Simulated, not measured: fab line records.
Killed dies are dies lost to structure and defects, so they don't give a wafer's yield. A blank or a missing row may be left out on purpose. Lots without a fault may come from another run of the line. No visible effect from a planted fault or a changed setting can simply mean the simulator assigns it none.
Which of the tools did it?	flow sky130	36 wafers from 12 lots sampled at 2 of the route's 708 steps

## WHAT THE GAUGES SHOWED, per wafer
SKY_NWELL_RS_MEAS_31: a four-point-probe measurement.
lot	measured	on	PWDE_RS (ohm/sq)
L075	day 5 16:26	filmMetro-01	5258 5259 5255
L077	day 6 00:33	filmMetro-01	5282 5293 5274
L079	day 7 02:18	filmMetro-04	5276 5284 5273
L081	day 7 05:51	filmMetro-01	5309 5286 5274
L083	day 7 14:13	filmMetro-01	5294 5279 5282
L085	day 8 10:27	filmMetro-04	5305 5300 5282
L087	day 8 20:12	filmMetro-03	5283 5307 5285
L089	day 9 10:18	filmMetro-04	5280 5294 5296
L091	day 9 18:01	filmMetro-03	5291 5294 5309
L092	day 10 05:24	filmMetro-04	5246 5247 5243
L095	day 10 18:17	filmMetro-01	5269 5268 5283
L097	day 11 03:22	filmMetro-04	5271 5273 5275

## TOOL THAT RAN EACH LOT (tool first, then ch and the chambers of the sampled wafers, then the start)
lot	SKY_FIELD_ISO_ETCH_15
L075	rieDiel-03 ch 1,2, day 2 10:11
L077	rieDiel-03 ch 0,1,2, day 2 20:49
L079	rieDiel-01 ch 0,1,3, day 3 09:46
L081	rieDiel-04 ch 0,1,2, day 3 16:52
L083	rieDiel-04 ch 0,1,3, day 4 04:43
L085	rieDiel-01 ch 0,2,3, day 4 17:38
L087	rieDiel-03 ch 1,2, day 5 01:16
L089	rieDiel-01 ch 1,2,3, day 5 10:19
L091	rieDiel-04 ch 1,2,3, day 5 23:25
L092	rieDiel-01 ch 0,2,3, day 6 07:13
L095	rieDiel-04 ch 0,1,2, day 6 20:23
L097	rieDiel-01 ch 0,2,3, day 7 04:05
- SKY_FIELD_ISO_ETCH_15: etches the open film in CHF3/O2, stops on Si, target depth 180 nm, time 72 s.

## THE ANSWER, worked out from the rows above alone
Rule: the usual values come from the lots themselves. Put in order of their means at a reading, lots are off if they are a third of the lots or fewer, leave a main group of 4 or more, and stand apart from it by a gap of 3 or more times the standard deviation of the main group's means; of several such gaps the widest counts. If all means in a main group match to the digits the tables above print for the reading, that group is not used. A lot without any number at a reading at which 4 lots or more have one is off too. Where the step has rows for the other lots, those lots are counted as sound.
Across all readings shown, no lot is off: no conclusion can be drawn from this.

## WHAT THE SIMULATOR HAD PUT IN
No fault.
